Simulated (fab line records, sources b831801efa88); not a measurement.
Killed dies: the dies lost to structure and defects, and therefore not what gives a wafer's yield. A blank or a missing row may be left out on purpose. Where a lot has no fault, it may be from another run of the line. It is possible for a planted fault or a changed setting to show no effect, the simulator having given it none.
Struck lot and sound lot, side by side -- flow sky130 -- 18 out of 708 route steps
Sound: these wafers, L328.2, L328.3, L328.5. Wafers L333.1, L333.4 were the ones struck. At the end, the cause is stated.
Order at every step that has rows: each side's tool, ch and its chambers, its first start. Under that, the readings that differ: sound wafers -- struck wafers -- difference of the means -- sigmas: that difference in standard deviations of wafers without a fault.
alike: readings whose means differ by less than 2 such deviations, and words and numbers that are the same on both sides. not compared: withheld readings, readings that some wafer has no value for, bounds like >300 that may hide the same value, and numbers for which the record gives no deviation and whose values overlap.
A row with sigmas, a row that says differs or no value, or rows on one side alone: a step with any of these is where the two part. Numbers that don't overlap but have no deviation are shown without sigmas and don't part them. A reading that every wafer of one side lacks parts them only if that side has two wafers or more.

first, 3 steps without rows for these wafers: SKY_LI_CONTACT_EXPOSE_09 (exposes mask LICM1, target cd 170 nm); SKY_LI_CONTACT_PEB_10; SKY_LI_CONTACT_DEVELOP_11 (develop time 60 s).
SKY_LI_CONTACT_CD_MEAS_12 targets a cd of 170 nm.
  sound: cd-sem-01 at day 30 22:33; struck: cd-sem-01 at day 33 01:23
  alike: cd-nm
SKY_LI_CONTACT_OVL_MEAS_13:
  sound: overlay-01 at day 30 22:40; struck: overlay-01 at day 33 01:30
  alike: LI_CONTACT_OVL
then, 1 step without rows for these wafers: SKY_LI_CONTACT_ETCH_14 (etches BARC in N2/H2, stops on SiO2, time 45.9 s, target depth 60 nm).
SKY_LI_CONTACT_ETCH_15: etches PSG in C4F8/O2/Ar, stops on Si, target depth 600 nm.
  sound on rie-diel-01 ch 1,2, day 30 22:44; struck on rie-diel-02 ch 0,2, day 33 01:35
reading,sound,struck,difference,sigmas
rf-fwd-power-W (W),1487 1488 1481,1507 1489,+13,+2
  alike: oes-product-au
SKY_LI_CONTACT_STRIP_16: strips in O2/N2.
  sound on plasma-asher-01 ch 0,1, day 30 22:49; struck on plasma-asher-01 ch 0, day 33 01:40
  alike: drypump-motor-current-A, oes-product-au, strip-time-to-endpoint-s
  not compared: rf-hours-counter-h
then, 2 steps without rows for these wafers: SKY_LI_CONTACT_CLEAN_17 (cleans in NMP, time 600 s); SKY_LI_CONTACT_PRE_CLEAN_18 (time 5.6 s).
SKY_LI_CONTACT_SPUTTER_19: material Ti, target thk 20 nm, time 106.37 s.
  sound: pvd-sputter-04 at day 30 23:07; struck: pvd-sputter-04 at day 33 02:01
reading,sound,struck,difference,sigmas
cathode-dc-power-W (W),2500.9 2500.1 2500.4,2498.9 2499.5,-1.3,-3
  alike: throttle-valve-pct
SKY_LI_CONTACT_SPUTTER_20: material TiN, target thk 20 nm, time 80 s.
  sound: pvd-sputter-04 at day 30 23:11; struck: pvd-sputter-04 at day 33 02:05
  alike: cathode-dc-power-W, throttle-valve-pct
SKY_LI_CONTACT_CVD_21: deposits W, target thk 400 nm, time 120.56 s.
  sound on cvd-w-01 ch 0,1, day 30 23:15; struck on cvd-w-01 ch 1, day 33 02:09
reading,sound,struck,difference,sigmas
heater-power-w (W),764 759 823,874 881,+96,+3
susceptor-temp-C (C),400.19 399.84 399.64,406.47 406.20,+6.45,+27
model.W_of_LI_CONTACT_CVD_21.thk-nm (nm),403.6 399.1 400.9,444.8 445.7,+44.1,
SKY_LI_CONTACT_RS_MEAS_22: the measuring method here is four-point-probe.
  sound: film-metro-02 at day 30 23:23; struck: film-metro-02 at day 33 02:17
reading,sound,struck,difference,sigmas
LI_CONTACT_W_RS (ohm/sq),0.281 0.285 0.283,0.255 0.254,-0.028,-9
SKY_LI_CONTACT_THK_MEAS_23: measures by xrf.
  sound: film-metro-02 at day 30 23:30; struck: film-metro-02 at day 33 02:24
reading,sound,struck,difference,sigmas
LI_CONTACT_W_THK (nm),410 404 405,452 455,+47,+6
SKY_LI_CONTACT_CMP_24: polishes, stops on PSG, t overpolish 20 s, target thk 0 nm.
  sound on cmp-01 ch 2,3, day 30 23:36; struck on cmp-01 ch 0,1, day 33 02:31
reading,sound,struck,difference,sigmas
time-to-endpoint-s (s),101 104 99,109 112,+9,+2
  alike: motor-current-A
SKY_LOCAL_INTERCONNECT_SPUTTER_00: material TiN, target thk 100 nm, time 83.3 s.
  sound: pvd-sputter-02 at day 30 23:51; struck: pvd-sputter-04 at day 33 02:49
  alike: cathode-dc-power-W, throttle-valve-pct
then, 1 step without rows for these wafers: SKY_PAD_OPEN_PROBE_99.

## WHERE THEY PART
Last at SKY_LI_CONTACT_CMP_24 as far as this record goes, first at SKY_LI_CONTACT_ETCH_15. Later steps at which nothing parts them and some readings are alike: SKY_LOCAL_INTERCONNECT_SPUTTER_00.

WHY: whatever the simulator had introduced
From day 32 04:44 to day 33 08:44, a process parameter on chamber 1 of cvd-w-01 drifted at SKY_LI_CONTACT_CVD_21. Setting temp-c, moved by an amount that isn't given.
